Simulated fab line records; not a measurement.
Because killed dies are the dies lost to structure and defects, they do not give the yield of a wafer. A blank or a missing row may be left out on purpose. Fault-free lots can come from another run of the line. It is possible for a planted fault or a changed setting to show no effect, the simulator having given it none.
2 desks, one fault -- flow gf180mcu -- what lay behind the numbers comes last; until then each desk has only its own

## FOR THE TOOL OWNER'S DESK: pvdSputter-01
The tool's own readings at GF_M2_SPUTTER_04 (material TiN, target thk 50 nm, time 41.7 s): means of the sampled wafers that have a number, for each lot that ran on this tool. The brackets show how far a lot's mean lies from the usual mean; more than 4 standard deviations puts the lot out of limits, marked OUT.
Columns: A = throttleValvePct at GF_M2_SPUTTER_04, usual 30.0 %
lot,first seen here,A
L257,day 19 08:12,29.8
L261,day 20 16:16,29.9
L262,day 21 01:03,29.7
Result from this desk: across the 3 lots, nothing is out of limits.

## THE METROLOGY DESK
Means of the sampled wafers that have a number, per lot and without regard to the tool the lot ran on: this is what the gauges read. The brackets show how far a lot's mean lies from the usual mean; more than 4 standard deviations puts the lot out of limits, marked OUT. Only the readings that lie furthest out on some lot appear, 7 of the 9 it has.
Columns: A = V1_W_RS at GF_V1_RS_MEAS_24, usual 0.329 ohm/sq; B = V1_W_THK at GF_V1_THK_MEAS_25, usual 347 nm; C = M2_ALCU_RS at GF_M2_RS_MEAS_05, usual 0.0693 ohm/sq; D = M2_ALCU_THK at GF_M2_THK_MEAS_06, usual 450 nm; E = cdNm at GF_M2_CD_MEAS_14, usual 280.2 nm; F = V2_CVD_00_THK at GF_V2_THK_MEAS_01, usual 596 nm; G = V2_CVD_02_THK at GF_V2_THK_MEAS_03, usual 853 nm
lot,first seen here,A,B,C,D,E,F,G
L255,day 18 12:48,0.327,349,0.0681,460,281.6,597,869
L257,day 19 07:34,0.325,345,0.0700,438,280.6,601,847
L261,day 20 15:38,0.331,344,0.0708,443,281.3,591,862
L262,day 21 00:23,0.329,348,0.0696,449,280.4,610,842
L271,day 24 13:52,0.335,336,0.0700,448,280.3,587,869
L277,day 26 04:50,0.331,348,0.0693,451,283.2,594,843
Result from this desk: across the 6 lots, nothing is out of limits.

## TAKEN TOGETHER
The desk of the tool owner found nothing out of limits.
Metrology desk: nothing out of limits seen.

## WHAT THE SIMULATOR PUT IN
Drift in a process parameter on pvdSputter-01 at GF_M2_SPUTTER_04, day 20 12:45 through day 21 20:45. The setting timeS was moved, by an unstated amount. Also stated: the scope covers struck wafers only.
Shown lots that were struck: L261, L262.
